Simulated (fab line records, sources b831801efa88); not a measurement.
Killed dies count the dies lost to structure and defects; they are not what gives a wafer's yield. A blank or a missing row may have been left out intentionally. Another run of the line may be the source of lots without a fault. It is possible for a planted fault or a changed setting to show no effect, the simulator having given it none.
fab line records	flow sky130
record lots=6	wafers=18	lastDay=49
route steps=708 shown SONOS_ONO@176 GATE_OXIDE@187 POLY_GATE@204 PAD_OPEN@708
lots untouched by any fault: they come from a run of this same line in which no faults occurred
startH: the number of hours between the record's first day and the start of the first shown wafer of the lot	waitH: hours elapsed since this lot's preceding step	" repeats the value in the row above	L1.1+2: a single row standing in for several wafers	- value missing, or start not given	* or withheld: withheld	< > ~ a bound
route shown NAME@n: NAME is a module with steps in the file, n the number in the route of the first one	usual: mean and standard deviation over wafers with no fault	same: alike in all rows	chamber/n: place in a boat	sites: the reading at each site	_std_site: the standard deviation of these	_edge_site: outer sites' mean less inner sites'	radiusMm: for every site, how far away it sits from the centre of the wafer	mask NAME#n: copy n	behind: tool/chamber where the wafer was last shaped	hold: reason for holding the lot/hours on hold/outcome of the hold	device: transistor that didn't switch, given as n, p or np	end of line: tests run on the same wafers once the route is complete	where a step has no rows: the recipe by itself	killed: at the first sort, the dies lost to defects and structure; wafer yield is something else	map: the dies of a wafer, with x for killed, . for not killed, _ for no die there
set.NAME: the setting that was run; set.NAME@STEP: the one run at that earlier step	model.NAME: the simulator's own value behind a step, which no gauge read
lots seen at some steps along the route; tables by step, rows by wafer
services: when a tool's chamber went out of use (startH, in hours from the record's first day, below 0 if earlier), for how many hours, and the reason
## steps
# step SKY_SONOS_ONO_COAT_08
# recipe resist=NOVOLAK	spinRpm=3000	resistThkNm=1140
# step SKY_SONOS_ONO_SOFTBAKE_09
# recipe tempC=90	timeS=60	resist=NOVOLAK
# step SKY_SONOS_ONO_EXPOSE_10
# recipe maskId=ONOM	targetCdNm=410	na=0.6	sourceShape=conventional	sigmaOuter=0.6	doseMj=150
# step SKY_SONOS_ONO_PEB_11
# recipe tempC=withheld	timeS=*	resist=NOVOLAK
# step SKY_SONOS_ONO_DEVELOP_12
# recipe developTimeS=60	devTempC=23
# step SKY_SONOS_ONO_CD_MEAS_13
# recipe targetCdNm=410
# usual cdNm=410.0/2.3
lot.wafer	tool	chamber	startH	waitH	cdNm
L420.1	cdSem-01	-	280.94	0.1	410.3
L420.2	"	-	"	"	407.3
L420.6	"	-	"	"	408.7
L427.1	cdSem-02	-	337.82	0.1	406.5
L427.2	"	-	"	"	405.7
L427.4	"	-	"	"	404.3
L430.1	cdSem-01	-	359.22	0.1	410.5
L430.4	"	-	"	"	411.0
L430.5	"	-	"	"	409.6
L433.1	cdSem-01	-	386.58	0.1	409.5
L433.2	"	-	"	"	410.0
L433.5	"	-	"	"	408.9
L434.1	cdSem-02	-	400.03	0.1	410.2
L434.4	"	-	"	"	410.2
L434.6	"	-	"	"	410.0
L435.4	cdSem-02	-	413.08	0.1	407.8
L435.5	"	-	"	"	408.4
L435.6	"	-	"	"	408.4
# step SKY_SONOS_ONO_OVL_MEAS_14
# usual SONOS_ONO_OVL=-1.0/1.3
lot.wafer	tool	chamber	startH	waitH	SONOS_ONO_OVL[nm]
L420.1	overlay-02	-	281.06	0.1	-1.9
L420.2	"	-	"	"	-2.3
L420.6	"	-	"	"	-2.1
L427.1	overlay-02	-	337.94	0.1	-1.4
L427.2	"	-	"	"	-1.6
L427.4	"	-	"	"	-1.4
L430.1	overlay-01	-	359.34	0.1	-1.4
L430.4	"	-	"	"	-2.0
L430.5	"	-	"	"	-0.7
L433.1	overlay-02	-	386.70	0.1	-0.4
L433.2	"	-	"	"	0.0
L433.5	"	-	"	"	1.1
L434.1	overlay-01	-	400.15	0.1	0.0
L434.4	"	-	"	"	0.1
L434.6	"	-	"	"	-1.0
L435.4	overlay-02	-	413.16	0.1	-0.5
L435.5	"	-	"	"	-0.1
L435.6	"	-	"	"	0.0
# step SKY_SONOS_ONO_ETCH_15
# recipe targetDepthNm=19.52	chemistry=CHF3/O2	sourceW=613	biasW=200	pressureMtorr=40	chf3FlowSccm=50	O2_flow_sccm=5	timeS=7.8
# usual biasW=199.9/0.63	drypumpMotorCurrentA=5.8/0.34	oesProductAu=1.006/0.011	throttleValvePct=8.827/0.0099
lot.wafer	tool	chamber	startH	waitH	biasW	drypumpMotorCurrentA	oesProductAu	rfHoursCounterH	throttleValvePct
L420.1	rieDiel-04	0	281.09	0.0	201.2	5.7	0.997	3	8.822
L420.2	"	2	"	"	199.1	6.4	1.022	85	8.839
L420.6	"	2	"	"	199.3	6.4	1.026	-	8.834
L427.1	rieDiel-01	2	337.97	0.0	199.2	5.4	1.005	8	8.836
L427.2	"	3	"	"	199.3	4.9	1.009	104	8.820
L427.4	"	0	"	"	199.4	5.8	1.014	69	8.820
L430.1	rieDiel-04	3	359.37	0.0	199.7	6.0	1.003	77	8.840
L430.4	"	0	"	"	199.8	5.6	0.992	4	8.834
L430.5	"	1	"	"	199.9	5.9	1.007	-	8.817
L433.1	rieDiel-02	3	386.74	0.0	199.8	5.4	1.008	8	8.839
L433.2	"	0	"	"	200.0	5.9	1.017	21	8.824
L433.5	"	1	"	"	201.0	5.7	1.009	-	8.837
L434.1	rieDiel-02	0	400.19	0.0	200.0	5.9	1.013	22	8.832
L434.4	"	1	"	"	201.0	5.7	1.006	15	8.832
L434.6	"	3	"	"	200.5	5.4	1.007	-	8.823
L435.4	rieDiel-01	2	413.18	0.0	199.3	5.4	1.010	-	8.832
L435.5	"	1	"	"	200.0	6.1	0.999	-	8.812
L435.6	"	0	"	"	200.0	5.9	1.006	-	8.834
# step SKY_SONOS_ONO_WET_ETCH_16
# recipe chemistry=dHF	targetDepthNm=14	dry=n2Spin	target=SiO2	dilution=100:1	tempC=25	timeS=280
# step SKY_SONOS_ONO_STRIP_17
# recipe chemistry=O2/N2	powerW=1400	pressureMtorr=1500	platenTempC=withheld	o2FlowSccm=3000	n2FlowSccm=300	overashFraction=0.5
# usual drypumpMotorCurrentA=5.98/0.23	n2FlowSccm=300.1/0.87	oesProductAu=0.709/0.0038	stripTimeToEndpointS=14.10/0.039
lot.wafer	tool	chamber	startH	waitH	drypumpMotorCurrentA	n2FlowSccm	oesProductAu	rfHoursCounterH	stripTimeToEndpointS
L420.1	plasmaAsher-02	0	281.21	0.0	6.29	300.2	0.702	17	14.10
L420.2	"	1	"	"	5.80	299.6	0.707	17	14.09
L420.6	"	0	"	"	6.32	300.4	0.710	-	14.07
L427.1	plasmaAsher-01	1	338.08	0.0	5.97	300.1	0.710	66	14.14
L427.2	"	0	"	"	5.80	299.0	0.708	66	14.08
L427.4	"	1	"	"	5.99	300.1	0.706	-	14.12
L430.1	plasmaAsher-02	0	359.48	0.0	6.32	300.6	0.704	25	14.12
L430.4	"	1	"	"	5.82	300.7	0.708	-	14.11
L430.5	"	1	"	"	5.81	300.9	0.715	-	14.14
L433.1	plasmaAsher-01	0	386.85	0.0	5.81	302.2	0.719	71	14.13
L433.2	"	1	"	"	6.00	300.3	0.711	71	14.12
L433.5	"	0	"	"	5.80	300.2	0.710	-	14.14
L434.1	plasmaAsher-01	1	400.31	0.0	5.95	299.8	0.712	72	14.05
L434.4	"	1	"	"	5.97	301.3	0.703	-	14.05
L434.6	"	1	"	"	5.95	300.7	0.715	-	14.04
L435.4	plasmaAsher-04	0	413.32	0.0	6.38	299.0	0.707	-	14.09
L435.5	"	0	"	"	6.36	299.3	0.715	-	14.10
L435.6	"	1	"	"	5.76	299.6	0.708	-	14.15
# step SKY_SONOS_ONO_WET_ETCH_18
# recipe chemistry=H3PO4	targetDepthNm=15	target=Si3N4	tempC=160	timeS=172
# step SKY_GATE_OXIDE_CLEAN_00
# recipe chemistry=SC1/SC2	mix=1:4:20	tempC=70	timeS=150	dry=n2Spin
# step SKY_GATE_OXIDE_OXIDATION_01
# recipe tempC=900	ambient=O2	stabiliseS=600	purgeS=300	targetThkA=102.68	oxTimeS=1473
lot.wafer	tool	chamber	startH	waitH	model.SiO2_of_GATE_OXIDE_OXIDATION_01.thkNm
L420.1	furnace-01	0	283.82	2.4	10.3
L420.2	"	0	"	"	10.29
L420.6	"	0	"	"	10.32
L427.1	furnace-02	0	338.29	0.0	10.03
L427.2	"	0	"	"	10.14
L427.4	"	0	"	"	9.991
L430.1	furnace-01	0	360.40	0.7	10.35
L430.4	"	0	"	"	10.39
L430.5	"	0	"	"	10.41
L433.1	furnace-01	0	394.32	7.3	10.31
L433.2	"	0	"	"	10.36
L433.5	"	0	"	"	10.33
L434.1	furnace-01	0	408.45	7.9	12.45
L434.4	"	0	"	"	12.7
L434.6	"	0	"	"	12.53
L435.4	furnace-01	0	418.07	4.6	12.34
L435.5	"	0	"	"	12.62
L435.6	"	0	"	"	12.64
# step SKY_GATE_OXIDE_THK_MEAS_02
# recipe reads=SiO2_of_GATE_OXIDE_OXIDATION_01
# usual GATE_OXIDE_OXIDATION_00_THK=10.19/0.16
lot.wafer	tool	chamber	startH	waitH	GATE_OXIDE_OXIDATION_00_THK[nm]
L420.1	filmMetro-01	-	285.22	0.0	10.32
L420.2	"	-	"	"	10.26
L420.6	"	-	"	"	10.32
L427.1	filmMetro-03	-	339.70	0.0	9.99
L427.2	"	-	"	"	10.10
L427.4	"	-	"	"	10.00
L430.1	filmMetro-01	-	361.81	0.0	10.36
L430.4	"	-	"	"	10.41
L430.5	"	-	"	"	10.39
L433.1	filmMetro-01	-	395.73	0.0	10.28
L433.2	"	-	"	"	10.32
L433.5	"	-	"	"	10.36
L434.1	filmMetro-03	-	409.86	0.0	12.45
L434.4	"	-	"	"	12.68
L434.6	"	-	"	"	12.49
L435.4	filmMetro-03	-	419.51	0.0	12.37
L435.5	"	-	"	"	12.62
L435.6	"	-	"	"	12.65
# step SKY_GATE_OXIDE_DEHYDRATE_03
# recipe tempC=200	timeS=60
# step SKY_GATE_OXIDE_HMDS_04
# recipe primeTimeS=60	primeTempC=120
# step SKY_GATE_OXIDE_COAT_05
# recipe resist=NOVOLAK	spinRpm=3000	resistThkNm=1140
# step SKY_GATE_OXIDE_SOFTBAKE_06
# recipe tempC=90	timeS=60	resist=NOVOLAK
# step SKY_GATE_OXIDE_EXPOSE_07
# recipe maskId=LVOM	na=0.6	sourceShape=conventional	sigmaOuter=0.6	polarization=unpolarized	targetCdNm=600	doseMj=170
# step SKY_GATE_OXIDE_PEB_08
# recipe tempC=withheld	timeS=*	resist=NOVOLAK
# step SKY_GATE_OXIDE_DEVELOP_09
# recipe resist=NOVOLAK	developer=TMAH	developTimeS=60	devTempC=23
# step SKY_GATE_OXIDE_OVL_MEAS_10
# usual GATE_OXIDE_OVL=1.2/1.4
lot.wafer	tool	chamber	startH	waitH	GATE_OXIDE_OVL[nm]
L420.1	overlay-01	-	310.54	0.1	3.9
L420.2	"	-	"	"	2.4
L420.6	"	-	"	"	2.5
L427.1	overlay-02	-	367.39	0.1	1.2
L427.2	"	-	"	"	1.4
L427.4	"	-	"	"	0.8
L430.1	overlay-01	-	389.54	0.1	2.0
L430.4	"	-	"	"	0.9
L430.5	"	-	"	"	2.6
L433.1	overlay-01	-	423.94	0.1	3.1
L433.2	"	-	"	"	3.6
L433.5	"	-	"	"	2.3
L434.1	overlay-01	-	438.89	0.1	1.5
L434.4	"	-	"	"	1.7
L434.6	"	-	"	"	-0.8
L435.4	overlay-01	-	449.35	0.1	2.7
L435.5	"	-	"	"	1.5
L435.6	"	-	"	"	2.3
# step SKY_GATE_OXIDE_IMPLANT_11
# recipe species=B	energyKev=10	doseCm2=2.6e+12	tiltDeg=withheld
# step SKY_GATE_OXIDE_WET_ETCH_12
# recipe chemistry=dHF	targetDepthNm=16.8	dry=n2Spin	target=SiO2	dilution=100:1	tempC=25	timeS=336
# step SKY_GATE_OXIDE_STRIP_13
# recipe chemistry=O2/N2	powerW=1400	pressureMtorr=1500	platenTempC=withheld	o2FlowSccm=3000	n2FlowSccm=300	overashFraction=0.5
# usual drypumpMotorCurrentA=6.0/0.33	n2FlowSccm=300.0/0.92	oesProductAu=0.716/0.0047	stripTimeToEndpointS=14.17/0.043
lot.wafer	tool	chamber	startH	waitH	drypumpMotorCurrentA	n2FlowSccm	oesProductAu	rfHoursCounterH	stripTimeToEndpointS
L420.1	plasmaAsher-01	0	310.82	0.0	5.8	300.2	0.714	64	14.18
L420.2	"	1	"	"	6.0	300.3	0.715	64	14.18
L420.6	"	1	"	"	6.0	300.7	0.717	-	14.18
L427.1	plasmaAsher-01	0	367.68	0.0	5.8	300.9	0.714	69	14.15
L427.2	"	1	"	"	6.0	299.2	0.714	69	14.15
L427.4	"	0	"	"	5.8	300.1	0.722	-	14.21
L430.1	plasmaAsher-01	0	389.83	0.0	5.8	301.7	0.723	71	14.16
L430.4	"	0	"	"	5.8	299.6	0.712	-	14.18
L430.5	"	0	"	"	5.8	299.6	0.708	-	14.16
L433.1	plasmaAsher-04	1	424.23	0.0	5.8	299.2	0.718	59	14.12
L433.2	"	0	"	"	6.4	299.5	0.713	59	14.15
L433.5	"	1	"	"	5.8	299.2	0.716	-	14.14
L434.1	plasmaAsher-03	0	439.18	0.0	6.6	300.5	0.707	73	14.17
L434.4	"	1	"	"	5.5	297.9	0.721	-	14.19
L434.6	"	1	"	"	5.5	298.8	0.712	-	14.21
L435.4	plasmaAsher-04	0	449.66	0.0	6.4	300.4	0.719	-	14.11
L435.5	"	0	"	"	6.4	301.6	0.718	-	14.13
L435.6	"	1	"	"	5.8	298.7	0.715	-	14.14
# step SKY_GATE_OXIDE_TW_MEAS_14
# usual GATE_OXIDE_TW=223/3.3
lot.wafer	tool	chamber	startH	waitH	GATE_OXIDE_TW
L420.1	filmMetro-01	-	310.92	0.1	220
L420.2	"	-	"	"	221
L420.6	"	-	"	"	220
L427.1	filmMetro-03	-	367.78	0.1	220
L427.2	"	-	"	"	219
L427.4	"	-	"	"	220
L430.1	filmMetro-02	-	389.93	0.1	226
L430.4	"	-	"	"	227
L430.5	"	-	"	"	226
L433.1	filmMetro-02	-	424.33	0.1	224
L433.2	"	-	"	"	225
L433.5	"	-	"	"	226
L434.1	filmMetro-01	-	439.28	0.1	222
L434.4	"	-	"	"	222
L434.6	"	-	"	"	222
L435.4	filmMetro-02	-	449.75	0.1	228
L435.5	"	-	"	"	228
L435.6	"	-	"	"	227
# step SKY_GATE_OXIDE_CLEAN_15
# recipe chemistry=SC1/SC2	mix=1:4:20	tempC=70	timeS=150	dry=n2Spin
# step SKY_GATE_OXIDE_OXIDATION_16
# recipe tempC=796.6	ambient=O2	idleTempC=700	rampUpCPerMin=10	rampDownCPerMin=3	stabiliseS=600	purgeS=300	targetThkA=35.7	oxTimeS=1915
lot.wafer	tool	chamber	startH	waitH	model.SiO2_of_GATE_OXIDE_OXIDATION_01.thkNm
L420.1	furnace-01	0	314.85	3.8	11.56
L420.2+6	"	0	"	"	11.55
L427.1	furnace-01	0	374.42	6.5	11.34
L427.2	"	0	"	"	11.44
L427.4	"	0	"	"	11.28
L430.1	furnace-01	0	398.40	8.4	11.6
L430.4	"	0	"	"	11.66
L430.5	"	0	"	"	11.68
L433.1	furnace-02	0	425.01	0.6	11.58
L433.2	"	0	"	"	11.64
L433.5	"	0	"	"	11.61
L434.1	furnace-01	0	439.39	0.0	13.49
L434.4	"	0	"	"	13.77
L434.6	"	0	"	"	13.6
L435.4	furnace-01	0	449.83	0.0	13.44
L435.5	"	0	"	"	13.72
L435.6	"	0	"	"	13.73
# step SKY_POLY_GATE_CVD_00
# recipe material=poly-Si	targetThkNm=180	tempC=620	timeS=720	pressureMtorr=200
# step SKY_PAD_OPEN_PROBE_99
# usual killed_at_M0_to_M3=43/6.8	killed_at_M4_up=3.1/1.8	killedAtContacts=25/5.8	killedAtFrontEnd=15/4.2	killedAtOther=0.3/0.5	killedDies=87/9.7	killedOpen=47/7.3	killedShort=39/6.6
# same grossDies=492	killedAtBackSide=0
lot.wafer	tool	chamber	startH	waitH	killed_at_M0_to_M3	killed_at_M4_up	killedAtContacts	killedAtFrontEnd	killedAtOther	killedDies	killedOpen	killedShort	model.etest.nfet_16v.rOnOhmUm	model.etest.pfet_16v.rOnOhmUm	model.etest.tipSonos.rsOhmSq	model.etest.pfetG5v0d10v5.rOnOhmUm	model.etest.nfetG5v0d10v5.rOnOhmUm	model.etest.tipP.rsOhmSq	model.etest.nfetG5v0d10v5.driveUaUm	model.etest.nfet_05v0_nvt.driveUaUm
L420.1	prober-02	-	1077.36	0.1	48	3	31	16	1	99	50	49	1.386e+04	1.5e+04	2621	4730	1899	6844	603.9	577.5
L420.2	prober-02	-	1077.41	0.1	41	5	20	8	1	75	42	33	1.395e+04	1.503e+04	2609	4746	1876	6835	601.8	581.3
L420.6	prober-02	-	1077.61	0.2	36	2	15	15	1	69	28	41	1.392e+04	1.502e+04	2621	4728	1909	6863	605.6	579.3
L427.1	prober-01	-	1120.05	0.1	42	3	33	18	0	96	50	46	1.4e+04	1.53e+04	2635	4665	1881	6966	613	581.3
L427.2	prober-01	-	1120.10	0.1	54	4	24	15	1	98	51	47	1.412e+04	1.571e+04	2652	4722	1928	6908	604.2	573.1
L427.4	prober-01	-	1120.20	0.2	37	2	23	16	0	78	42	36	1.39e+04	1.519e+04	2625	4747	1904	6985	609.5	584.2
L430.1	prober-02	-	1136.85	0.1	44	4	29	16	0	93	46	47	1.384e+04	1.514e+04	2678	4695	1874	6862	606.3	578.1
L430.4	prober-02	-	1137.00	0.2	35	2	17	10	0	64	37	27	1.385e+04	1.49e+04	2688	4764	1898	6928	601	572.3
L430.5	prober-02	-	1137.05	0.2	35	0	32	14	2	83	42	41	1.387e+04	1.499e+04	2716	4706	1874	6882	602.4	572.6
L433.1	prober-01	-	1155.68	0.1	52	0	27	20	0	99	49	50	1.432e+04	1.479e+04	2644	4729	1898	6878	603.8	577.1
L433.2	prober-01	-	1155.73	0.1	51	1	21	18	1	92	51	41	1.408e+04	1.488e+04	2640	4694	1898	6824	604.5	578.8
L433.5	prober-01	-	1155.88	0.2	59	4	21	16	0	100	48	52	1.428e+04	1.468e+04	2660	4754	1898	6793	602.9	577.8
L434.1	prober-02	-	1163.55	0.1	47	2	25	19	0	93	60	33	1.48e+04	1.553e+04	3193	5221	2090	7026	513.9	497.1
L434.4	prober-02	-	1163.70	0.2	45	3	23	15	0	86	43	43	1.489e+04	1.565e+04	3250	5268	2105	7070	505	491.1
L434.6	prober-02	-	1163.80	0.2	44	1	12	28	0	85	50	35	1.496e+04	1.603e+04	3228	5301	2083	7063	511.6	498.9
L435.4	prober-01	-	1173.89	0.2	37	1	20	17	1	76	42	34	1.497e+04	1.534e+04	3206	5178	2068	6999	520.6	502.9
L435.5	prober-01	-	1173.94	0.2	34	4	21	15	0	74	41	33	1.511e+04	1.53e+04	3257	5237	2100	6961	512.2	497
L435.6	prober-01	-	1173.99	0.2	27	5	18	11	0	61	35	26	1.519e+04	1.569e+04	3254	5165	2106	6948	505.8	495.1
# killed by level:class
L420.1 CONTACT:geometricParticle:open=12 VIA3:geometricParticle:open=8 VIA1:geometricParticle:open=8 VIA1:geometricParticle:short=8 VIA2:geometricParticle:open=8 CONTACT:geometricParticle:short=7 FIELD_ISO:geometricParticle:open=5 LOCAL_INTERCONNECT:geometricParticle:short=5
L420.2 CONTACT:geometricParticle:open=8 VIA1:geometricParticle:open=7 METAL2:geometricParticle:short=7 LI_CONTACT:geometricParticle:open=5 VIA2:geometricParticle:short=5 VIA3:geometricParticle:open=5 VIA2:geometricParticle:open=4 LOCAL_INTERCONNECT:geometricParticle:short=3
L420.6 VIA2:geometricParticle:short=6 FIELD_ISO:geometricParticle:short=5 VIA2:geometricParticle:open=5 VIA1:geometricParticle:open=5 METAL1:geometricParticle:short=4 CONTACT:geometricParticle:open=4 METAL2:geometricParticle:short=4 VIA3:geometricParticle:open=4
L427.1 VIA2:geometricParticle:open=11 CONTACT:geometricParticle:short=8 CONTACT:geometricParticle:open=8 VIA1:geometricParticle:open=7 LI_CONTACT:geometricParticle:open=7 POLY_GATE:geometricParticle:open=5 LI_CONTACT:geometricParticle:short=5 METAL2:geometricParticle:short=5
L427.2 VIA1:geometricParticle:open=12 LI_CONTACT:geometricParticle:open=9 VIA1:geometricParticle:short=8 METAL2:geometricParticle:short=8 METAL1:geometricParticle:open=6 VIA3:geometricParticle:open=6 CONTACT:geometricParticle:open=5 POLY_GATE:geometricParticle:short=4
L427.4 VIA1:geometricParticle:open=9 CONTACT:geometricParticle:open=8 POLY_GATE:geometricParticle:open=5 LI_CONTACT:geometricParticle:open=5 VIA3:geometricParticle:open=5 VIA2:geometricParticle:short=4 POLY_GATE:geometricParticle:short=4 LOCAL_INTERCONNECT:geometricParticle:short=4
L430.1 VIA2:geometricParticle:open=10 LOCAL_INTERCONNECT:geometricParticle:short=9 CONTACT:geometricParticle:open=7 LI_CONTACT:geometricParticle:open=6 FIELD_ISO:geometricParticle:open=5 VIA1:geometricParticle:open=5 VIA1:geometricParticle:short=5 METAL2:geometricParticle:short=5
L430.4 VIA1:geometricParticle:open=7 VIA2:geometricParticle:open=7 METAL1:geometricParticle:short=6 LI_CONTACT:geometricParticle:open=5 VIA3:geometricParticle:open=5 POLY_GATE:geometricParticle:open=4 CONTACT:geometricParticle:open=4 POLY_GATE:geometricParticle:short=3
L430.5 LI_CONTACT:geometricParticle:open=11 CONTACT:geometricParticle:short=8 CONTACT:geometricParticle:open=8 VIA2:geometricParticle:open=7 METAL3:geometricParticle:short=6 FIELD_ISO:geometricParticle:open=5 VIA1:geometricParticle:open=5 VIA2:geometricParticle:short=5
L433.1 VIA1:geometricParticle:open=21 CONTACT:geometricParticle:open=7 FIELD_ISO:geometricParticle:short=6 LI_CONTACT:geometricParticle:open=6 LOCAL_INTERCONNECT:geometricParticle:short=6 CONTACT:geometricParticle:short=6 METAL1:geometricParticle:short=6 METAL2:geometricParticle:short=6
L433.2 VIA1:geometricParticle:open=16 CONTACT:geometricParticle:open=8 VIA3:geometricParticle:open=7 POLY_GATE:geometricParticle:short=6 METAL1:geometricParticle:short=5 METAL2:geometricParticle:short=5 FIELD_ISO:geometricParticle:open=4 LOCAL_INTERCONNECT:geometricParticle:short=4
L433.5 METAL2:geometricParticle:short=11 VIA1:geometricParticle:open=9 CONTACT:geometricParticle:open=9 FIELD_ISO:geometricParticle:short=8 VIA2:geometricParticle:open=8 METAL1:geometricParticle:short=7 METAL3:geometricParticle:short=5 VIA1:geometricParticle:short=5
L434.1 VIA1:geometricParticle:open=12 VIA2:geometricParticle:open=11 VIA3:geometricParticle:open=10 LI_CONTACT:geometricParticle:open=9 CONTACT:geometricParticle:open=8 LOCAL_INTERCONNECT:geometricParticle:short=7 FIELD_ISO:geometricParticle:short=6 POLY_GATE:geometricParticle:short=5
L434.4 VIA1:geometricParticle:short=8 VIA1:geometricParticle:open=7 VIA3:geometricParticle:open=7 POLY_GATE:geometricParticle:short=6 LI_CONTACT:geometricParticle:open=6 LOCAL_INTERCONNECT:geometricParticle:short=5 CONTACT:geometricParticle:open=5 CONTACT:geometricParticle:short=5
L434.6 FIELD_ISO:geometricParticle:short=8 VIA1:geometricParticle:open=8 VIA2:geometricParticle:open=8 VIA3:geometricParticle:open=8 FIELD_ISO:geometricParticle:open=7 POLY_GATE:geometricParticle:short=6 POLY_GATE:geometricParticle:open=5 METAL2:geometricParticle:short=5
L435.4 METAL2:geometricParticle:short=7 VIA2:geometricParticle:open=7 VIA1:geometricParticle:open=5 LI_CONTACT:geometricParticle:open=5 CONTACT:geometricParticle:short=5 CONTACT:geometricParticle:open=5 VIA1:geometricParticle:short=5 FIELD_ISO:geometricParticle:open=4
L435.5 VIA1:geometricParticle:open=7 LI_CONTACT:geometricParticle:open=7 VIA3:geometricParticle:open=7 FIELD_ISO:geometricParticle:short=5 CONTACT:geometricParticle:open=5 METAL3:geometricParticle:short=5 METAL2:geometricParticle:short=4 FIELD_ISO:geometricParticle:open=3
L435.6 VIA2:geometricParticle:open=10 CONTACT:geometricParticle:open=7 FIELD_ISO:geometricParticle:open=5 METAL4:geometricParticle:short=5 LI_CONTACT:geometricParticle:open=3 LOCAL_INTERCONNECT:geometricParticle:short=3 VIA1:geometricParticle:open=3 VIA3:geometricParticle:open=3
## services
tool	chamber	startH	hours	kind
rieDiel-04	3	268.34	4.1	repair
furnace-02	-	271.52	3.9	pm
furnace-01	-	276.26	3.6	pm
plasmaAsher-04	-	284.07	14.6	pm
furnace-02	-	297.83	3.9	pm
plasmaAsher-04	-	298.67	2.8	pm
plasmaAsher-02	-	303.73	8.0	repair
plasmaAsher-04	-	303.85	0.3	repair
rieDiel-02	0	305.75	6.3	repair
furnace-02	-	308.94	5.5	repair
furnace-01	-	311.09	2.3	repair
rieDiel-01	-	320.80	1.0	repair
rieDiel-02	3	333.23	11.9	repair
furnace-01	-	349.97	3.6	pm
furnace-02	-	360.54	29.4	repair
plasmaAsher-01	-	362.83	4.4	repair
rieDiel-01	2	370.24	4.9	repair
rieDiel-01	-	372.56	0.4	repair
rieDiel-04	3	374.65	3.3	repair
plasmaAsher-02	-	382.35	14.6	pm
rieDiel-01	3	382.40	5.8	repair
rieDiel-01	-	382.55	0.5	repair
furnace-02	-	389.94	25.7	pm
plasmaAsher-01	-	421.25	9.0	pm
## key
firstSign step=SKY_GATE_OXIDE_THK_MEAS_02	reading=GATE_OXIDE_OXIDATION_00_THK	direction=up	sigmas=14	usual=10.19	struck=12.54
effect none on later readings
modelEffect step=SKY_GATE_OXIDE_OXIDATION_01	value=SiO2_of_GATE_OXIDE_OXIDATION_01.thkNm	without=10.23	struck=12.54
modelEffect step=SKY_GATE_OXIDE_OXIDATION_16	value=SiO2_of_GATE_OXIDE_OXIDATION_01.thkNm	without=11.46	struck=13.62
modelEffect step=SKY_PAD_OPEN_PROBE_99	value=etest.nfet_16v.rOnOhmUm	without=1.379e+04	struck=1.499e+04
metAt SKY_GATE_OXIDE_OXIDATION_01
struckWafers L434.1,L434.4,L434.6,L435.4,L435.5,L435.6
testerLeftOut L434,L435
onsetBetween 394.32 408.45
alsoFits time
fault kind=processParameterDrift	tool=furnace-01	chamber=-	onsetH=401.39	steps=SKY_GATE_OXIDE_OXIDATION_01	channel=oxTimeS	offset=*	shape=step	endH=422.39	actsIn=*	stated=*
# testerLeftOut: of these lots the tester's yield and bins aren't shown, on N5 and GAA mostly nor the transistor test; their killed dies are dies lost to structure and defects alone, not to doping, threshold or leakage, so they don't give the yield
